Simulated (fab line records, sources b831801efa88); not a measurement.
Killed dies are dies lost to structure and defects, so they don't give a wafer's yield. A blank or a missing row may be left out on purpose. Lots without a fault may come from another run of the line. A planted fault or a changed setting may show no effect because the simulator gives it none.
Chamber matching | flow gf180mcu | GF_STI_ETCH_14 on rie_si-02: 4 sister chambers
The step etches Si in HBr/Cl2/O2, target depth 360 nm, time 102.9 s. 18 wafers are shown with their chamber, then 9 later ones without.

WAFERS WITH THEIR CHAMBER
wafer  | chamber | drypump_motor_current_A (A) | throttle_valve_pct (%) | oes_product_au (a.u.)
L705.2 | 1       | 6.2                         | 25.655                 | 0.987
L705.4 | 0       | 5.7                         | 25.664                 | 1.003
L705.6 | 0       | 5.7                         | 25.651                 | 0.983
L706.2 | 3       | 6.1                         | 25.675                 | 0.985
L706.3 | 2       | 6.2                         | 25.659                 | 0.978
L706.5 | 1       | 6.2                         | 25.653                 | 0.989
L707.2 | 1       | 6.1                         | 25.655                 | 0.991
L707.4 | 3       | 6.0                         | 25.679                 | 0.977
L707.6 | 0       | 5.8                         | 25.656                 | 0.985
L714.1 | 3       | 6.1                         | 25.666                 | 0.990
L714.5 | 3       | 6.1                         | 25.665                 | 0.988
L714.6 | 2       | 6.2                         | 25.675                 | 0.984
L715.2 | 0       | 5.7                         | 25.653                 | 1.006
L715.4 | 2       | 6.2                         | 25.668                 | 0.994
L715.6 | 0       | 5.7                         | 25.666                 | 1.005
L718.2 | 0       | 5.7                         | 25.659                 | 1.009
L718.4 | 3       | 6.1                         | 25.678                 | 0.979
L718.5 | 3       | 6.1                         | 25.673                 | 0.983

SIGNATURES (means of the wafers above)
reading                 | chamber 0 | chamber 1 | chamber 2 | chamber 3 | scatter within a chamber
drypump_motor_current_A | 5.717     | 6.167     | 6.200     | 6.083     | 0.0408
throttle_valve_pct      | 25.65817  | 25.65433  | 25.66733  | 25.67267  | 0.0059
oes_product_au          | 0.99850   | 0.98900   | 0.98533   | 0.98367   | 0.0081
Rule: a wafer's distance from a chamber is the root of the sum, over the readings, of the square of ((its reading less the chamber's mean) divided by the reading's scatter). The wafer belongs to the nearest chamber; if the next one is less than 2 further off, it can't be placed. The scatter: the root of (the sum of the squares of (reading less its chamber's mean) over the shown wafers, divided by (wafers less chambers)).

WAFERS WITHOUT THEIR CHAMBER
wafer  | drypump_motor_current_A (A) | throttle_valve_pct (%) | oes_product_au (a.u.)
L726.1 | 6.1                         | 25.667                 | 0.990
L726.3 | 6.2                         | 25.654                 | 0.982
L726.6 | 6.2                         | 25.677                 | 0.987
L727.1 | 6.1                         | 25.669                 | 0.988
L727.3 | 5.7                         | 25.673                 | 0.988
L727.6 | 6.0                         | 25.662                 | 0.989
L728.1 | 6.1                         | 25.665                 | 0.986
L728.4 | 5.8                         | 25.650                 | 0.991
L728.6 | 6.2                         | 25.671                 | 0.980

WHICH CHAMBER EACH WENT THROUGH
wafer  | from the rows above          | in truth
L726.1 | can't be placed: 3 or 2 or 1 | 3
L726.3 | can't be placed: 1 or 2      | 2
L726.6 | can't be placed: 2 or 3      | 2
L727.1 | can't be placed: 3 or 2      | 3
L727.3 | 0                            | 0
L727.6 | can't be placed: 3 or 1      | 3
L728.1 | can't be placed: 3 or 1 or 2 | 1
L728.4 | 0                            | 0
L728.6 | 2                            | 2
Placed correctly: 3 of 9. Can't be placed from these rows: 6 (the true chamber is among the candidates in 6). Placed wrongly: 0.
